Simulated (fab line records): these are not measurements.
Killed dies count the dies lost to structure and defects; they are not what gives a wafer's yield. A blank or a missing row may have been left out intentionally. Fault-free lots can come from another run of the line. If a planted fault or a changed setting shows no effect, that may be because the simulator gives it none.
What tool caused it? | flow gf180mcu | 15 lots with 45 wafers sampled at 4 steps, on a route of 602 steps

== WHAT EACH GAUGE READ, for each wafer ==
GF_PASSIVATION_THK_MEAS_01.
lot  | measured     | on            | PASSIVATION_CVD_00_THK (nm)
L840 | day 28 01:09 | film metro-02 | 994 1011 1014
L841 | day 28 06:04 | film metro-03 | 1006 1009 1022
L842 | day 28 15:47 | film metro-04 | 1004 990 1014
L844 | day 29 09:56 | film metro-03 | 986 991 1003
L846 | day 30 01:02 | film metro-04 | 1018 1014 992
L847 | day 30 08:27 | film metro-02 | 1014 1031 1027
L848 | day 31 01:01 | film metro-03 | 998 980 999
L849 | day 31 03:58 | film metro-02 | 990 989 989
L852 | day 31 20:55 | film metro-04 | 997 998 987
L861 | day 33 21:37 | film metro-02 | 989 995 1006
L862 | day 33 23:47 | film metro-04 | 981 978 1011
L863 | day 34 06:18 | film metro-04 | 980 1003 1007

GF_PASSIVATION_BOW_MEAS_14.
lot  | measured     | on            | PASSIVATION_BOW (um)
L840 | day 28 22:20 | film metro-04 | 121 138 134
L841 | day 29 04:10 | film metro-03 | 121 137 125
L842 | day 29 12:50 | film metro-04 | 119 117 129
L844 | day 30 07:02 | film metro-03 | 128 119 140
L846 | day 30 20:53 | film metro-04 | 133 125 138
L847 | day 31 04:10 | film metro-03 | 146 161 152
L848 | day 31 20:32 | film metro-04 | 127 126 134
L849 | day 31 23:19 | film metro-04 | 142 136 146
L852 | day 32 16:13 | film metro-04 | 152 139 132
L861 | day 34 14:55 | film metro-04 | 143 138 129
L862 | day 34 16:44 | film metro-03 | 130 129 135
L863 | day 34 23:06 | film metro-04 | 130 144 139

== WHAT TOOL EACH LOT RAN ON (gives the tool, then ch and the chambers of the sampled wafers, and finally the start) ==
lot  | GF_DUAL_GATE_DEVELOP_10           | GF_PASSIVATION_ETCH_11
L840 | litho track-02 ch 0, day 8 08:25  | rie diel-04 ch 0,1,2, day 28 20:28
L841 | litho track-01 ch 0, day 8 16:26  | rie diel-04 ch 0,1,2, day 29 02:19
L842 | litho track-01 ch 0, day 8 20:50  | rie diel-02 ch 0,3, day 29 10:59
L844 | litho track-02 ch 0, day 9 09:17  | rie diel-01 ch 1,2,3, day 30 05:11
L846 | litho track-02 ch 0, day 10 01:43 | rie diel-02 ch 2,3, day 30 19:02
L847 | litho track-02 ch 0, day 10 07:26 | rie diel-01 ch 0,1, day 31 02:20
L848 | litho track-03 ch 0, day 11 03:25 | rie diel-02 ch 1,2, day 31 18:41
L849 | litho track-03 ch 0, day 11 11:11 | rie diel-02 ch 1,2,3, day 31 21:29
L850 | litho track-03 ch 0, day 11 12:05 | -
L852 | litho track-02 ch 0, day 11 21:10 | rie diel-04 ch 0,2,3, day 32 14:26
L851 | litho track-03 ch 0, day 11 21:28 | -
L854 | litho track-03 ch 0, day 12 11:32 | -
L861 | litho track-01 ch 0, day 14 11:50 | rie diel-01 ch 1,2,3, day 34 13:05
L862 | litho track-01 ch 0, day 14 12:49 | rie diel-04 ch 0,3, day 34 14:53
L863 | litho track-02 ch 0, day 14 23:35 | rie diel-02 ch 0,1,2, day 34 21:13
- GF_DUAL_GATE_DEVELOP_10: develop time 60 s.
- GF_PASSIVATION_ETCH_11: etches the open film in CF4/O2, stops on TiN, target depth 1800 nm, time 400 s.

== AS READ BY THE TOOLS THEMSELVES (means over the sampled wafers that have a number; for cases with no such wafer, the mark the record gives instead) ==
GF_PASSIVATION_ETCH_11.
lot  | tool        | drypump motor current A (A) | oes product au (a.u.) | throttle valve pct (%)
L840 | rie diel-04 | 6.1                         | 0.970                 | 5.956
L841 | rie diel-04 | 6.1                         | 0.969                 | 5.957
L842 | rie diel-02 | 5.3                         | 0.962                 | 5.956
L844 | rie diel-01 | 5.4                         | 0.960                 | 5.958
L846 | rie diel-02 | 5.7                         | 0.970                 | 5.965
L847 | rie diel-01 | 5.4                         | 0.969                 | 5.960
L848 | rie diel-02 | 5.7                         | 0.961                 | 5.960
L849 | rie diel-02 | 5.4                         | 0.952                 | 5.956
L852 | rie diel-04 | 6.1                         | 0.962                 | 5.951
L861 | rie diel-01 | 5.4                         | 0.963                 | 5.958
L862 | rie diel-04 | 5.8                         | 0.956                 | 5.959
L863 | rie diel-02 | 5.4                         | 0.960                 | 5.951

== THE ANSWER, worked out from the rows above alone ==
Rule: the lots themselves supply what counts as usual. The widest of any qualifying gaps counts: lots, ordered by their means at a reading, are off when they make up no more than a third of the lots, leave a main group of 4 or more, and stand apart from it by 3 or more times the standard deviation of that group's means. Not used: any main group whose means are identical at the precision the tables above print for the reading. Also off: a lot with no number at a reading for which 4 or more lots have one. Where the step has rows for the other lots, those lots are counted as sound. After the gauges, taken in route order, come the tools' own readings; for these a lot's mean is taken, as printed above. The first step at which some lot is off is used, and at that step the reading that is off furthest; a lot without a number counts as furthest.
No lot is off at any reading shown: from this, nothing can be told.

== WHAT HAD BEEN PUT IN BY THE SIMULATOR ==
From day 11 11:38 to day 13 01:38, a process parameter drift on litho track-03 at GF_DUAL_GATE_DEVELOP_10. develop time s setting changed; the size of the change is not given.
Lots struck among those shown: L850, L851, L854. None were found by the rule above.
